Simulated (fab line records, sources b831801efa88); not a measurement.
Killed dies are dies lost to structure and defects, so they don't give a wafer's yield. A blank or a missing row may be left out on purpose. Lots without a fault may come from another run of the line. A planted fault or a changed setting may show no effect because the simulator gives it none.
One fault seen from 2 desks | flow sky130 | each desk has only its own numbers; what lay behind them comes last

THE TOOL OWNER'S DESK: litho_track-02
The tool's own readings at SKY_VT_ADJUST_LVTN_DEVELOP_17 (develop time 60 s): means of the sampled wafers that have a number, for each lot that ran on this tool. A lot is out of limits, marked OUT, if its mean lies more than 4 standard deviations from the usual mean; the brackets give that distance.
Columns: A = developer_temp_C at SKY_VT_ADJUST_LVTN_DEVELOP_17, usual 23.03 C; B = exhaust_pa at SKY_VT_ADJUST_LVTN_DEVELOP_17, usual 45.1 Pa
lot  | first seen here | A               | B
L781 | day 8 01:56     | 23.15           | 45.6
L782 | day 8 10:58     | 23.14           | 45.2
L784 | day 8 23:53     | 22.92           | 46.3
L785 | day 9 06:28     | 22.89           | 44.4
L786 | day 9 10:38     | 23.16           | 45.6
L794 | day 12 01:20    | 25.23 (+22) OUT | 45.5
L795 | day 12 01:36    | 25.21 (+22) OUT | 44.6
L796 | day 12 10:42    | 25.31 (+23) OUT | 45.8
This desk's finding: out of limits on L794, L795, L796; first on L794, day 12 01:20 (developer_temp_C at SKY_VT_ADJUST_LVTN_DEVELOP_17). In limits: L781, L782, L784, L785, L786.

THE METROLOGY DESK
What the gauges read, lot by lot, whatever tool the lot ran on: means of the sampled wafers that have a number. A lot is out of limits, marked OUT, if its mean lies more than 4 standard deviations from the usual mean; the brackets give that distance.
Columns: A = PWDE_RS at SKY_NWELL_RS_MEAS_31, usual 5286 ohm/sq; B = VT_ADJUST_LVTN_TW at SKY_VT_ADJUST_LVTN_TW_MEAS_10, usual 242.7
lot  | first seen here | A    | B
L781 | day 5 16:14     | 5288 | 242.6
L782 | day 5 22:57     | 5316 | 242.3
L783 | day 6 03:32     | 5308 | 242.7
L784 | day 6 11:05     | 5280 | 244.4
L785 | day 6 16:38     | 5268 | 242.2
L786 | day 6 20:40     | 5260 | 239.7
L789 | day 8 02:22     | 5281 | 243.6
L794 | day 9 03:00     | 5302 | 241.8
L795 | day 9 04:00     | 5249 | 242.3
L796 | day 9 12:35     | 5289 | 245.5
L797 | day 9 15:05     | 5286 | 244.7
L799 | day 10 01:52    | 5302 | 241.7
L802 | day 10 22:16    | 5303 | 240.7
This desk's finding: nothing out of limits on any of the 13 lots.

PUT TOGETHER
The tool owner's desk could have raised an alarm at day 12 01:20, on L794, L795, L796.
The metrology desk saw nothing out of limits.
The metrology desk has L794, L795, L796 on record, within its limits.
Of the lots named, all ran SKY_VT_ADJUST_LVTN_DEVELOP_17 on litho_track-02.

WHAT THE SIMULATOR HAD PUT IN
Process parameter drift: litho_track-02, from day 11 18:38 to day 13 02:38, at SKY_VT_ADJUST_LVTN_DEVELOP_17. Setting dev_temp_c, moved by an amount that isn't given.
Lots struck among those shown: L794, L795, L796.
Hours from the fault's start to each desk's first reading out of limits: the tool owner's desk, 7.
